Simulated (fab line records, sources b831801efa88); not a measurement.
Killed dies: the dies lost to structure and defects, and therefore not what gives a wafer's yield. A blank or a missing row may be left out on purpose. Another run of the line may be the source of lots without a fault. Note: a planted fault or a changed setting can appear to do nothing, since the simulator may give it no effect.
Which tool did it?	flow sky130	24 lots, 72 wafers sampled, at 4 steps of a route of 708

WHAT EACH GAUGE READ, for each wafer
SKY_SONOS_ONO_CD_MEAS_13: the cd target is 410 nm. Usual: cd_nm reads 409.5 nm (standard deviation 2.3).
lot	measured	on	cd_nm (nm)	flag
L075	day 13 10:55	cd_sem-02	413.9 413.2 410.9	
L074	day 13 14:52	cd_sem-01	405.5 407.3 406.2	
L077	day 14 08:28	cd_sem-01	410.6 410.4 410.7	
L076	day 14 08:44	cd_sem-02	407.4 408.4 408.3	
L079	day 14 17:19	cd_sem-01	413.1 411.6 415.1	
L078	day 14 17:58	cd_sem-02	408.8 409.1 405.3	
L081	day 17 05:25	cd_sem-01	409.6 410.9 410.5	
L082	day 17 05:37	cd_sem-02	409.9 411.7 408.9	
L084	day 17 05:43	cd_sem-01	408.9 410.0 410.3	
L087	day 17 06:02	cd_sem-01	407.9 408.3 409.6	
L085	day 17 06:02	cd_sem-02	412.8 412.9 413.7	
L080	day 17 06:22	cd_sem-01	408.4 409.9 410.3	
L083	day 17 06:37	cd_sem-02	409.0 410.5 410.0	
L086	day 17 06:42	cd_sem-01	409.6 409.1 409.4	
L088	day 17 11:33	cd_sem-02	408.4 408.4 406.1	
L089	day 17 17:17	cd_sem-01	415.2 414.6 413.3	
L090	day 18 03:40	cd_sem-01	407.7 408.4 408.8	
L091	day 18 22:33	cd_sem-01	408.5 408.9 408.6	
L092	day 19 00:44	cd_sem-02	406.9 409.7 410.6	
L093	day 19 04:37	cd_sem-01	409.7 409.8 410.3	
L094	day 19 10:25	cd_sem-01	406.5 407.3 407.6	
L095	day 19 21:22	cd_sem-01	410.1 408.5 412.6	
L096	day 20 02:32	cd_sem-02	409.4 408.0 409.2	
L097	day 20 12:46	cd_sem-02	407.9 408.2 406.3	

SKY_SONOS_ONO_OVL_MEAS_14. Usual: SONOS_ONO_OVL gives -1.5 nm (standard deviation 1.3).
lot	measured	on	SONOS_ONO_OVL (nm)	flag
L075	day 13 11:02	overlay-01	-2.6 -1.5 -2.4	
L074	day 13 14:59	overlay-02	-3.1 -1.6 -3.8	
L077	day 14 08:35	overlay-02	-2.3 -1.4 -2.9	
L076	day 14 08:51	overlay-02	-3.4 -3.1 -5.2	
L079	day 14 17:26	overlay-02	-2.5 -1.8 -3.2	
L078	day 14 18:03	overlay-01	-1.1 0.5 0.8	
L081	day 17 05:32	overlay-02	0.5 0.6 1.4	
L082	day 17 05:42	overlay-02	-2.6 -2.1 -2.1	
L084	day 17 05:50	overlay-02	-0.4 -1.7 -2.8	
L087	day 17 06:10	overlay-02	-1.4 -0.6 -1.1	
L085	day 17 06:08	overlay-02	-1.8 -1.3 -2.0	
L080	day 17 06:26	overlay-02	-1.9 -2.6 -1.7	
L083	day 17 06:44	overlay-02	-2.3 -1.0 -4.3	
L086	day 17 06:49	overlay-02	-2.3 -2.3 -1.7	
L088	day 17 11:40	overlay-02	-0.5 0.2 -0.6	
L089	day 17 17:26	overlay-02	-2.2 0.0 -0.3	
L090	day 18 03:47	overlay-01	-2.8 -1.0 -0.9	
L091	day 18 22:40	overlay-01	-2.4 -1.2 -0.9	
L092	day 19 00:51	overlay-02	-2.1 -1.0 -1.3	
L093	day 19 04:44	overlay-01	-0.3 0.7 -2.1	
L094	day 19 10:30	overlay-02	-0.1 -0.3 -0.1	
L095	day 19 21:29	overlay-01	-2.1 -1.9 -4.1	
L096	day 20 02:37	overlay-02	-2.3 -1.8 -0.9	
L097	day 20 12:53	overlay-02	-0.1 -1.4 0.8	

SKY_POLY_GATE_CD_MEAS_13: the cd target is 150 nm. Usual: cd_nm reads 149.8 nm (standard deviation 1.3).
lot	measured	on	cd_nm (nm)	flag
L075	day 17 05:06	cd_sem-02	149.2 150.1 148.8	
L074	day 17 10:42	cd_sem-02	148.0 149.1 147.4	
L077	day 18 07:59	cd_sem-01	148.8 149.2 148.7	
L076	day 18 04:00	cd_sem-02	150.2 151.1 150.7	
L079	day 18 14:55	cd_sem-02	151.1 151.9 151.9	
L078	day 18 19:32	cd_sem-02	149.3 151.0 150.3	
L081	day 21 10:22	cd_sem-01	150.8 150.5 151.0	
L082	day 21 10:16	cd_sem-01	150.7 149.9 149.8	
L084	day 21 08:13	cd_sem-01	150.1 149.7 150.9	
L087	day 21 14:44	cd_sem-01	149.7 148.2 149.4	
L085	day 21 14:39	cd_sem-01	149.2 150.6 150.2	
L080	day 21 14:33	cd_sem-01	150.3 150.3 151.4	
L083	day 21 16:19	cd_sem-01	148.9 149.5 148.4	
L086	day 21 15:07	cd_sem-01	149.5 151.1 149.8	
L088	day 21 17:56	cd_sem-01	149.8 150.6 151.4	
L089	day 21 21:36	cd_sem-01	150.7 150.9 150.9	
L090	day 22 05:57	cd_sem-01	151.1 151.2 152.2	
L091	day 23 02:16	cd_sem-01	151.5 151.3 151.2	
L092	day 23 06:39	cd_sem-01	148.3 147.2 146.6	
L093	day 23 09:39	cd_sem-02	149.0 148.6 147.8	
L094	day 23 11:32	cd_sem-02	146.3 147.4 146.4	
L095	day 23 22:18	cd_sem-02	151.2 150.5 150.5	
L096	day 24 06:37	cd_sem-02	148.8 148.8 150.1	
L097	day 24 15:18	cd_sem-02	150.1 149.9 149.9	

WHICH TOOL RAN EACH LOT (tool, then ch and the chambers of the sampled wafers, then the start)
lot	SKY_RES_PROTECT_STRIP_07
L075	plasma_asher-01 ch 0, day 15 21:14
L074	plasma_asher-04 ch 0, day 16 02:04
L077	plasma_asher-02 ch 0,1, day 16 22:05
L076	plasma_asher-01 ch 0,1, day 16 21:26
L079	plasma_asher-04 ch 0,1, day 17 05:29
L078	plasma_asher-02 ch 0,1, day 17 08:39
L081	plasma_asher-01 ch 0,1, day 20 01:19
L082	plasma_asher-04 ch 0,1, day 20 00:59
L084	plasma_asher-01 ch 0,1, day 20 00:22
L087	plasma_asher-01 ch 0,1, day 20 03:19
L085	plasma_asher-04 ch 0,1, day 20 02:47
L080	plasma_asher-01 ch 0,1, day 20 02:44
L083	plasma_asher-04 ch 0,1, day 20 05:53
L086	plasma_asher-04 ch 0,1, day 20 03:37
L088	plasma_asher-01 ch 0,1, day 20 08:22
L089	plasma_asher-04 ch 0, day 20 13:16
L090	plasma_asher-01 ch 0,1, day 20 22:40
L091	plasma_asher-04 ch 0,1, day 21 19:15
L092	plasma_asher-02 ch 0,1, day 21 22:03
L093	plasma_asher-02 ch 0,1, day 22 01:26
L094	plasma_asher-04 ch 0,1, day 22 03:56
L095	plasma_asher-04 ch 0,1, day 22 14:40
L096	plasma_asher-01 ch 0,1, day 22 23:21
L097	plasma_asher-04 ch 0,1, day 23 07:37
- SKY_RES_PROTECT_STRIP_07: strips in O2/N2.

AS READ BY THE TOOLS THEMSELVES (means over the sampled wafers that have a number; for cases with no such wafer, the mark the record gives instead)
SKY_RES_PROTECT_STRIP_07. Usual: drypump_motor_current_A 5.7 A, standard deviation 0.42; oes_product_au 0.518 a.u., standard deviation 0.0046; strip_time_to_endpoint_s 23.29 s, standard deviation 0.04.
lot	tool	drypump_motor_current_A (A)	oes_product_au (a.u.)	strip_time_to_endpoint_s (s)	flag
L075	plasma_asher-01	5.6	0.522	23.34	
L074	plasma_asher-04	6.2	0.517	23.29	
L077	plasma_asher-02	5.0	0.513	23.26	
L076	plasma_asher-01	5.9	0.519	23.27	
L079	plasma_asher-04	6.0	0.518	23.29	
L078	plasma_asher-02	4.9	0.522	23.33	
L081	plasma_asher-01	5.7	0.521	23.29	
L082	plasma_asher-04	6.0	0.518	23.21	
L084	plasma_asher-01	5.7	0.517	23.28	
L087	plasma_asher-01	5.8	0.519	23.29	
L085	plasma_asher-04	5.7	0.515	23.24	
L080	plasma_asher-01	5.8	0.519	23.22	
L083	plasma_asher-04	6.0	0.520	23.27	
L086	plasma_asher-04	6.0	0.516	23.27	
L088	plasma_asher-01	5.8	0.520	23.28	
L089	plasma_asher-04	6.2	0.519	23.32	
L090	plasma_asher-01	5.9	0.519	23.35	
L091	plasma_asher-04	6.0	0.520	23.36	
L092	plasma_asher-02	5.0	0.515	23.28	
L093	plasma_asher-02	5.1	0.521	23.29	
L094	plasma_asher-04	5.8	0.516	23.26	
L095	plasma_asher-04	6.0	0.516	23.32	
L096	plasma_asher-01	5.7	0.514	23.28	
L097	plasma_asher-04	5.7	0.522	23.29	

THE ANSWER, worked out from the rows above alone
Rule: lot off if the mean of its wafers having a number is beyond 3 standard deviations from the usual mean. A lot without any number at a reading at which 4 lots or more have one is off too. The other lots that the step has rows for count as sound. First the gauges in route order, then the tools' own readings, where a lot's mean is used as printed above. The first step at which some lot is off is used, and at that step the reading that is off furthest; a lot without a number counts as furthest.
No lot is off at any reading shown: from this, nothing can be told.

WHAT WAS PUT IN BY THE SIMULATOR
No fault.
